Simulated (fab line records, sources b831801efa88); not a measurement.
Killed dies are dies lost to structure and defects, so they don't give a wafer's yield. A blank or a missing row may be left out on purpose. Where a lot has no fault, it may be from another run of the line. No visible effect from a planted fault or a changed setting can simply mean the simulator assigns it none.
fab line records	flow sky130
record: lots: 12	wafers: 36	last_day: 50
route steps=708 shown SD_P@328 SD_N@356 LI_CONTACT@362
lots untouched by any fault: they come from a run of this same line in which no faults occurred
start_h: hours from the record's first day to the start of the lot's first wafer shown	wait_h: hours from the lot's prior step to this one	" same as the row above	L1.1+2: several wafers, shown together as one row	- no value, or no start given	* or withheld: withheld	< > ~ a bound
route shown NAME@n: NAME is a module with steps in the file, n the number in the route of the first one	usual: mean and standard deviation over wafers with no fault	same: alike in all rows	chamber/n: place in a boat	sites: readings site by site	_std_site: the values' standard deviation	_edge_site: inner sites' mean taken away from outer sites' mean	radius_mm: for every site, how far away it sits from the centre of the wafer	mask NAME#n: copy n	behind: the last tool/chamber to shape the wafer	hold: the reason the lot was held/the length of the hold in hours/how it ended	device: transistor that didn't switch, given as n, p or np	end of line: tests run on the same wafers once the route is complete	where a step has no rows: the recipe by itself	killed: count of dies lost to structure and defects at first sort (not the wafer's yield)	map: shows each die of a wafer: x if killed, . if not, _ if none is there
set.NAME: setting as actually run; set.NAME@STEP: the setting as run at that earlier step	model.NAME: the simulator's own value behind a step, which no gauge read
one table for each step of the route and one row for each wafer, over a sample of lots
services: the hour from which a tool's chamber was out of use, counted from the record's first day as start_h (under 0 if before that day), plus the number of hours and why
== steps ==
step: SKY_SD_P_OVL_MEAS_08
usual: SD_P_OVL: 0.7/1.3
lot.wafer	tool	chamber	start_h	wait_h	SD_P_OVL[nm]
L540.1	overlay-02	-	588.38	0.1	0.4
L540.3	"	-	"	"	0.0
L540.6	"	-	"	"	1.6
L542.1	overlay-02	-	606.53	0.1	3.4
L542.3	"	-	"	"	3.1
L542.5	"	-	"	"	2.6
L543.1	overlay-01	-	616.93	0.1	1.2
L543.2	"	-	"	"	0.7
L543.3	"	-	"	"	-0.5
L544.2	overlay-02	-	620.94	0.1	-2.0
L544.5	"	-	"	"	1.7
L544.6	"	-	"	"	-0.3
L546.2	overlay-01	-	645.18	0.1	-0.1
L546.4	"	-	"	"	0.2
L546.6	"	-	"	"	0.9
L550.1	overlay-01	-	681.64	0.1	0.6
L550.5	"	-	"	"	0.4
L550.6	"	-	"	"	0.5
L551.1	overlay-02	-	687.04	0.1	-0.3
L551.5	"	-	"	"	-1.2
L551.6	"	-	"	"	1.5
L552.1	overlay-01	-	698.68	0.1	-0.4
L552.4	"	-	"	"	0.6
L552.5	"	-	"	"	0.4
L556.1	overlay-01	-	726.83	0.1	-0.3
L556.2	"	-	"	"	-1.2
L556.6	"	-	"	"	-0.7
L558.3	overlay-02	-	737.35	0.1	0.2
L558.4	"	-	"	"	-1.3
L558.6	"	-	"	"	-0.1
L560.1	overlay-02	-	769.78	0.1	0.0
L560.2	"	-	"	"	-0.6
L560.6	"	-	"	"	1.3
L562.1	overlay-02	-	780.19	0.1	1.1
L562.3	"	-	"	"	1.3
L562.6	"	-	"	"	1.6
step: SKY_SD_N_RTA_14
recipe: temp_c: 1075	time_s: 2	idle_temp_c: 650	ramp_up_c_per_s: 150	ramp_down_c_per_s: 90	ambient: N2
usual: anneal_temp_c_max: 1080.4/1.7	lamp_power_pct: 15.74/0.052	wafer_temp_C_max: 1078.1/1.4
lot.wafer	tool	chamber	start_h	wait_h	anneal_temp_c_max	lamp_power_pct	wafer_temp_C_max
L540.1	rtp_anneal-02	0	649.18	0.0	1079.7	15.64	1078.1
L540.3	"	0	"	"	1079.5	15.78	1078.5
L540.6	"	0	"	"	1079.0	15.83	1079.1
L542.1	rtp_anneal-02	0	665.93	0.0	1079.3	15.70	1079.8
L542.3	"	0	"	"	1078.2	15.77	1078.0
L542.5	"	0	"	"	1080.0	15.80	1075.9
L543.1	rtp_anneal-01	0	676.19	0.0	1080.3	15.70	1078.6
L543.2	"	0	"	"	1082.8	15.71	1078.2
L543.3	"	0	"	"	1080.6	15.73	1077.4
L544.2	rtp_anneal-02	0	679.68	0.0	1077.8	15.73	1079.4
L544.5	"	0	"	"	1078.1	15.70	1076.3
L544.6	"	0	"	"	1079.0	15.78	1077.5
L546.2	rtp_anneal-02	0	703.99	0.0	1079.8	15.63	1078.5
L546.4	"	0	"	"	1079.9	15.84	1076.8
L546.6	"	0	"	"	1078.0	15.71	1076.5
L550.1	rtp_anneal-02	0	738.79	0.0	1079.9	15.71	1077.8
L550.5	"	0	"	"	1079.9	15.78	1077.7
L550.6	"	0	"	"	1078.9	15.74	1078.2
L551.1	rtp_anneal-01	0	744.55	0.0	1082.2	15.71	1077.1
L551.5	"	0	"	"	1082.6	15.78	1078.6
L551.6	"	0	"	"	1080.9	15.74	1076.5
L552.1	rtp_anneal-02	0	754.39	0.0	1078.9	15.73	1078.2
L552.4	"	0	"	"	1079.1	15.77	1076.4
L552.5	"	0	"	"	1081.0	15.73	1078.2
L556.1	rtp_anneal-02	0	782.89	0.0	1078.5	15.77	1079.4
L556.2	"	0	"	"	1079.3	15.73	1079.7
L556.6	"	0	"	"	1080.5	15.69	1079.0
L558.3	rtp_anneal-02	0	793.01	0.0	1080.2	15.68	1077.0
L558.4	"	0	"	"	1080.1	15.70	1076.0
L558.6	"	0	"	"	1079.7	15.77	1083.7
L560.1	rtp_anneal-02	0	824.03	0.0	1079.8	15.77	1077.6
L560.2	"	0	"	"	1078.9	15.77	1077.2
L560.6	"	0	"	"	1078.8	15.76	1079.3
L562.1	rtp_anneal-02	0	833.44	0.0	1078.0	15.81	1077.4
L562.3	"	0	"	"	1078.2	15.70	1077.4
L562.6	"	0	"	"	1079.7	15.68	1078.8
step: SKY_LI_CONTACT_HDPCVD_00
recipe: material: PSG	target_thk_nm: 930	sigma_open_frac: 0.3	time_s: 155	temp_c: 600	sih4_flow_sccm: 60	pressure_mtorr: 6
lot.wafer	tool	chamber	start_h	wait_h
L540.1+3+6	hdpcvd-01	1,0,2	649.73	0.0
L542.1+3+5	hdpcvd-01	0,2,1	666.49	0.0
L543.1+2+3	hdpcvd-02	2,0,0	676.74	0.0
L544.2+5+6	hdpcvd-01	0,2,0	680.23	0.0
L546.2+4+6	hdpcvd-01	1,2,1	704.53	0.0
L550.1+5+6	hdpcvd-01	0,2,1	739.52	0.0
L551.1+5+6	hdpcvd-01	1,0,1	745.10	0.0
L552.1+4+5	hdpcvd-01	0,1,0	754.94	0.0
L556.1+2+6	hdpcvd-02	1,0,2	783.44	0.0
L558.3+4+6	hdpcvd-02	1,0,0	793.60	0.1
L560.1+2+6	hdpcvd-02	2,0,2	824.58	0.0
L562.1+3+6	hdpcvd-02	0,1,0	833.99	0.0
step: SKY_LI_CONTACT_THK_MEAS_01
recipe: reads: PSG_of_LI_CONTACT_HDPCVD_00
usual: LI_CONTACT_HDPCVD_THK: 928/9.6
lot.wafer	tool	chamber	start_h	wait_h	LI_CONTACT_HDPCVD_THK[nm]
L540.1	film_metro-04	-	649.84	0.1	927
L540.3	"	-	"	"	951
L540.6	"	-	"	"	944
L542.1	film_metro-04	-	666.59	0.1	931
L542.3	"	-	"	"	927
L542.5	"	-	"	"	921
L543.1	film_metro-04	-	676.90	0.1	925
L543.2	"	-	"	"	921
L543.3	"	-	"	"	930
L544.2	film_metro-02	-	680.34	0.1	933
L544.5	"	-	"	"	928
L544.6	"	-	"	"	925
L546.2	film_metro-04	-	704.64	0.1	915
L546.4	"	-	"	"	938
L546.6	"	-	"	"	926
L550.1	film_metro-02	-	739.63	0.1	916
L550.5	"	-	"	"	1220
L550.6	"	-	"	"	921
L551.1	film_metro-04	-	745.21	0.1	924
L551.5	"	-	"	"	1229
L551.6	"	-	"	"	924
L552.1	film_metro-03	-	755.04	0.1	928
L552.4	"	-	"	"	1204
L552.5	"	-	"	"	1221
L556.1	film_metro-03	-	783.54	0.1	913
L556.2	"	-	"	"	923
L556.6	"	-	"	"	937
L558.3	film_metro-02	-	793.72	0.1	931
L558.4	"	-	"	"	935
L558.6	"	-	"	"	941
L560.1	film_metro-03	-	824.68	0.1	927
L560.2	"	-	"	"	931
L560.6	"	-	"	"	951
L562.1	film_metro-03	-	834.09	0.1	932
L562.3	"	-	"	"	931
L562.6	"	-	"	"	939
step: SKY_LI_CONTACT_CMP_02
recipe: material: PSG	down_force_psi: 4	platen_rpm: 60	pad_velocity_m_s: 0.94248
usual: motor_current_A: 12.1/1.8	time_to_endpoint_s: 33.8/2.5
lot.wafer	tool	chamber	start_h	wait_h	motor_current_A	time_to_endpoint_s
L540.3	cmp-01	0	649.90	0.0	13.4	35.8
L540.1	"	2	"	"	10.5	34.2
L540.6	"	1	"	"	11.8	35.5
L542.1	cmp-01	0	666.65	0.1	14.7	32.0
L542.3	"	2	"	"	11.5	34.5
L542.5	"	0	"	"	14.2	31.9
L543.2	cmp-01	1	676.96	0.0	12.3	34.8
L543.1	"	2	"	"	10.8	33.8
L543.3	"	0	"	"	14.5	32.4
L544.2	cmp-01	1	680.44	0.1	11.6	32.6
L544.5	"	0	"	"	13.7	33.8
L544.6	"	1	"	"	11.3	34.5
L546.4	cmp-02	0	704.74	0.1	13.1	33.1
L546.2	"	2	"	"	10.6	29.9
L546.6	"	0	"	"	13.1	34.2
L550.1	cmp-02	3	739.74	0.1	11.4	35.0
L550.5	"	2	"	"	11.0	63.4
L550.6	"	3	"	"	11.4	34.4
L551.1	cmp-01	3	745.42	0.2	15.0	31.6
L551.6	"	0	"	"	13.6	32.1
L551.5	"	1	"	"	12.3	63.1
L552.1	cmp-02	3	755.15	0.1	11.4	31.1
L552.4	"	0	"	"	12.3	61.8
L552.5	"	3	"	"	10.8	60.9
L556.1	cmp-01	2	783.60	0.1	11.0	34.2
L556.2	"	1	"	"	11.3	30.0
L556.6	"	2	"	"	11.2	38.3
L558.4	cmp-01	1	793.76	0.0	12.2	32.2
L558.3	"	3	"	"	15.4	33.5
L558.6	"	2	"	"	11.0	33.8
L560.2	cmp-02	2	824.84	0.1	10.7	30.7
L560.1	"	3	"	"	11.3	31.5
L560.6	"	1	"	"	9.5	37.5
L562.1	cmp-01	2	834.20	0.1	10.9	36.5
L562.3	"	3	"	"	15.2	32.6
L562.6	"	1	"	"	11.2	34.8
step: SKY_LI_CONTACT_ETCH_14
recipe: chemistry: N2/H2	target: BARC	ion_energy_ev: 200	source_w: 500	bias_w: 100	pressure_mtorr: 30	n2_flow_sccm: 100	h2_flow_sccm: 200	stop_on: SiO2	time_s: 45.9	target_depth_a: 600
usual: drypump_motor_current_A: 5.4/0.43	oes_product_au: 0.855/0.0049	throttle_valve_pct: 13.223/0.0086
lot.wafer	tool	chamber	start_h	wait_h	drypump_motor_current_A	oes_product_au	rf_hours_counter_h	throttle_valve_pct
L540.1	rie_diel-04	3	679.31	0.0	5.3	0.856	2	13.209
L540.3	"	0	"	"	5.7	0.849	51	13.216
L540.6	"	2	"	"	5.4	0.850	-	13.227
L542.1	rie_diel-01	0	695.27	0.0	5.6	0.848	13	13.231
L542.3	"	2	"	"	5.9	0.853	13	13.223
L542.5	"	2	"	"	5.9	0.854	-	13.217
L543.1	rie_diel-04	2	706.17	0.0	5.4	0.858	12	13.215
L543.2	"	3	"	"	5.3	0.853	3	13.222
L543.3	"	1	"	"	4.9	0.848	5	13.237
L544.2	rie_diel-01	3	709.12	0.0	5.4	0.848	8	13.214
L544.5	"	3	"	"	5.4	0.856	-	13.228
L544.6	"	0	"	"	5.6	0.850	-	13.219
L546.2	rie_diel-04	3	732.82	0.0	5.3	0.856	3	13.216
L546.4	"	1	"	"	4.9	0.848	6	13.212
L546.6	"	2	"	"	5.4	0.858	-	13.215
L550.1	rie_diel-04	0	768.86	0.0	5.8	0.855	1	13.224
L550.5	"	1	"	"	4.9	0.853	-	13.226
L550.6	"	0	"	"	5.8	0.853	-	13.243
L551.1	rie_diel-03	0	772.91	0.0	6.7	0.858	19	13.212
L551.5	"	1	"	"	5.2	0.845	-	13.206
L551.6	"	2	"	"	5.5	0.852	-	13.224
L552.1	rie_diel-03	3	783.11	0.0	6.2	0.861	19	13.207
L552.4	"	2	"	"	5.6	0.850	16	13.232
L552.5	"	3	"	"	6.2	0.861	-	13.220
L556.1	rie_diel-04	3	810.07	0.0	5.3	0.857	5	13.218
L556.2	"	0	"	"	5.8	0.854	2	13.218
L556.6	"	3	"	"	5.3	0.853	-	13.213
L558.3	rie_diel-01	3	821.77	0.0	5.4	0.849	12	13.236
L558.4	"	1	"	"	4.7	0.860	5	13.217
L558.6	"	3	"	"	5.4	0.857	-	13.220
L560.1	rie_diel-04	2	851.47	0.0	5.4	0.865	16	13.224
L560.2	"	1	"	"	4.9	0.850	8	13.221
L560.6	"	2	"	"	5.4	0.854	-	13.221
L562.1	rie_diel-04	3	861.32	0.0	5.3	0.858	6	13.224
L562.3	"	2	"	"	5.4	0.848	16	13.219
L562.6	"	0	"	"	5.8	0.854	-	13.217
== services ==
tool	chamber	start_h	hours	kind
rie_diel-04	2	636.21	6.7	repair
cmp-01	-	637.39	3.4	repair
hdpcvd-02	-	650.75	15.0	pm
cmp-02	-	666.57	6.2	pm
hdpcvd-02	1	675.54	10.5	repair
rie_diel-01	1	686.70	9.7	repair
hdpcvd-01	-	688.03	1.8	repair
cmp-01	-	712.41	9.4	repair
cmp-02	-	716.76	0.8	repair
cmp-01	-	726.25	2.4	repair
rie_diel-01	-	730.91	0.5	repair
rie_diel-04	3	734.69	7.7	repair
rie_diel-04	0	736.19	5.5	repair
cmp-02	-	745.46	0.4	repair
cmp-01	-	747.53	5.4	pm
cmp-01	-	752.95	4.0	pm
cmp-01	-	760.57	0.6	repair
cmp-01	-	770.32	0.8	repair
hdpcvd-02	2	785.13	23.3	repair
cmp-02	-	788.36	1.5	repair
cmp-01	-	809.20	3.0	repair
rie_diel-04	-	825.39	0.6	repair
rie_diel-04	1	829.96	9.1	repair
hdpcvd-02	-	850.63	2.8	pm
== key ==
first_sign: step: SKY_LI_CONTACT_THK_MEAS_01	reading: LI_CONTACT_HDPCVD_THK	direction: up	sigmas: 30	usual: 928	struck: 1219
effect: step: SKY_LI_CONTACT_CMP_02	reading: time_to_endpoint_s	direction: up	sigmas: 11	usual: *	struck: *
met_at SKY_LI_CONTACT_HDPCVD_00
struck_lots L550,L551,L552
struck_wafers L550.5,L551.5,L552.4,L552.5
tester_left_out L550,L551,L552
not_acting_at SKY_SD_P_OVL_MEAS_08,SKY_SD_N_RTA_14,SKY_LI_CONTACT_ETCH_14
onset_between 704.53 739.52
fault: kind: process_parameter_drift	tool: hdpcvd-01	chamber: -	onset_h: 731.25	steps: SKY_LI_CONTACT_HDPCVD_00	channel: target_thk_nm	offset: 298.24	shape: step	end_h: 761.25	scope: struck_wafers_only	acts_in: these_recipes_only	stated: 930
tester_left_out: of these lots the tester's yield and bins aren't shown, on N5 and GAA mostly nor the transistor test; their killed dies are dies lost to structure and defects alone, not to doping, threshold or leakage, so they don't give the yield
